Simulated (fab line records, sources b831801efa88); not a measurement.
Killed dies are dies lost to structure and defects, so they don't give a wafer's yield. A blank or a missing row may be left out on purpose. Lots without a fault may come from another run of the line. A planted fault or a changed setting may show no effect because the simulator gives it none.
One fault seen from 2 desks | flow gf180mcu | each desk has only its own numbers; what lay behind them comes last

THE TOOL OWNER'S DESK: litho_track-03
The tool's own readings at GF_CONTACT_COAT_09 (resist thk 1000 nm): means of the sampled wafers that have a number, for each lot that ran on this tool. A lot is out of limits, marked OUT, if its mean lies more than 4 standard deviations from the usual mean; the brackets give that distance.
Columns: A = dispense_pressure_kPa at GF_CONTACT_COAT_09, usual 47 kPa; B = exhaust_pa at GF_CONTACT_COAT_09, usual 45.0 Pa
lot  | first seen here | A  | B
L403 | day 19 00:00    | 52 | 44.5
L408 | day 21 00:00    | 52 | 45.4
L410 | day 21 20:00    | 52 | 45.0
L411 | day 22 08:00    | 52 | 45.6
This desk's finding: nothing out of limits on any of the 4 lots.

THE METROLOGY DESK
What the gauges read, lot by lot, whatever tool the lot ran on: means of the sampled wafers that have a number. A lot is out of limits, marked OUT, if its mean lies more than 4 standard deviations from the usual mean; the brackets give that distance.
Columns: A = CONTACT_CVD_00_THK at GF_CONTACT_THK_MEAS_01, usual 299.4 nm; B = CONTACT_CVD_02_THK at GF_CONTACT_THK_MEAS_03, usual 861 nm; C = CONTACT_BOW at GF_CONTACT_BOW_MEAS_05, usual 65 um; D = cd_nm at GF_CONTACT_CD_MEAS_14, usual 219.9 nm
lot  | first seen here | A     | B   | C  | D
L397 | day 16 01:46    | 297.0 | 855 | 57 | 219.8
L403 | day 18 11:58    | 299.1 | 866 | 63 | 217.8
L408 | day 20 12:10    | 299.1 | 869 | 67 | 219.8
L410 | day 21 09:14    | 296.6 | 864 | 61 | 220.8
L411 | day 21 20:11    | 297.2 | 855 | 64 | 221.6
L415 | day 23 00:18    | 301.1 | 856 | 54 | 220.5
L417 | day 23 08:28    | 300.2 | 862 | 62 | 220.1
This desk's finding: nothing out of limits on any of the 7 lots.

PUT TOGETHER
The tool owner's desk saw nothing out of limits.
The metrology desk saw nothing out of limits.

WHAT THE SIMULATOR HAD PUT IN
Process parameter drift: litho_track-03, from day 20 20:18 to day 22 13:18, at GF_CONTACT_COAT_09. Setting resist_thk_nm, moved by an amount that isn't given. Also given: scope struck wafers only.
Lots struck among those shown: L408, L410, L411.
